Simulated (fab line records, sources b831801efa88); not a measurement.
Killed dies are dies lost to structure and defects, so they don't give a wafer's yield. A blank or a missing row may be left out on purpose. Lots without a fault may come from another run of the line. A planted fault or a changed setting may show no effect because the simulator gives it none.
One fault seen from 2 desks | flow gf180mcu | each desk has only its own numbers; what lay behind them comes last

THE TOOL OWNER'S DESK: implanter-01
The tool's own readings at GF_HV_LDD_IMPLANT_09: means of the sampled wafers that have a number, for each lot that ran on this tool. A lot is out of limits, marked OUT, if its mean lies more than 4 standard deviations from the usual mean; the brackets give that distance.
Columns: A = dose_ions_cm2 at GF_HV_LDD_IMPLANT_09, usual 1.0001e+14; B = faraday_current_uA at GF_HV_LDD_IMPLANT_09, usual 566
lot  | first seen here | A                    | B
L394 | day 10 20:23    | 9.9943e+13           | 568
L397 | day 11 14:32    | 1.0006e+14           | 567
L403 | day 13 14:56    | 9.9910e+13           | 563
L411 | day 15 23:44    | 8.9210e+13 (-98) OUT | 515 (-5.3) OUT
L414 | day 16 22:47    | 8.9340e+13 (-97) OUT | 496 (-7.3) OUT
This desk's finding: out of limits on L411, L414; first on L411, day 15 23:44 (dose_ions_cm2 at GF_HV_LDD_IMPLANT_09). In limits: L394, L397, L403.

THE METROLOGY DESK
What the gauges read, lot by lot, whatever tool the lot ran on: means of the sampled wafers that have a number. A lot is out of limits, marked OUT, if its mean lies more than 4 standard deviations from the usual mean; the brackets give that distance.
Columns: A = HV_LDD_TW at GF_HV_LDD_TW_MEAS_11, usual 2424; B = HV_LDD_RS at GF_HV_LDD_RS_MEAS_53, usual 417.3 ohm/sq; C = V3_CVD_00_THK at GF_V3_THK_MEAS_01, usual 602 nm
lot  | first seen here | A               | B               | C
L392 | day 10 03:25    | 2444            | 417.3           | 602
L393 | day 10 07:49    | 2425            | 417.3           | 611
L394 | day 10 20:38    | 2416            | 417.6           | 614
L397 | day 11 14:47    | 2422            | 416.9           | 604
L398 | day 12 02:17    | 2414            | 416.5           | 589
L403 | day 13 15:10    | 2423            | 417.2           | 599
L405 | day 14 03:34    | 2427            | 418.3           | 599
L411 | day 15 23:59    | 2328 (-6.4) OUT | 438.4 (+23) OUT | 595
L412 | day 16 09:16    | 2399            | 418.1           | 610
L413 | day 16 18:25    | 2441            | 417.9           | 612
L414 | day 16 23:01    | 2364 (-4.0) OUT | 439.5 (+25) OUT | 596
L415 | day 17 02:57    | 2432            | 416.9           | 597
This desk's finding: out of limits on L411, L414; first on L411, day 15 23:59 (HV_LDD_TW at GF_HV_LDD_TW_MEAS_11). In limits: L392, L393, L394, L397, L398, L403, L405, L412, L413, L415.

PUT TOGETHER
The tool owner's desk could have raised an alarm at day 15 23:44, on L411, L414.
The metrology desk could have raised an alarm at day 15 23:59, on L411, L414.
Of the lots named, all ran GF_HV_LDD_IMPLANT_09 on implanter-01.

WHAT THE SIMULATOR HAD PUT IN
Process parameter drift: implanter-01, from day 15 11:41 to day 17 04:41, at GF_HV_LDD_IMPLANT_09. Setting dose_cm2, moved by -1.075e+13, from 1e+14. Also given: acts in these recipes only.
Lots struck among those shown: L411, L414.
Hours from the fault's start to each desk's first reading out of limits: the tool owner's desk, 12; the metrology desk, 12.
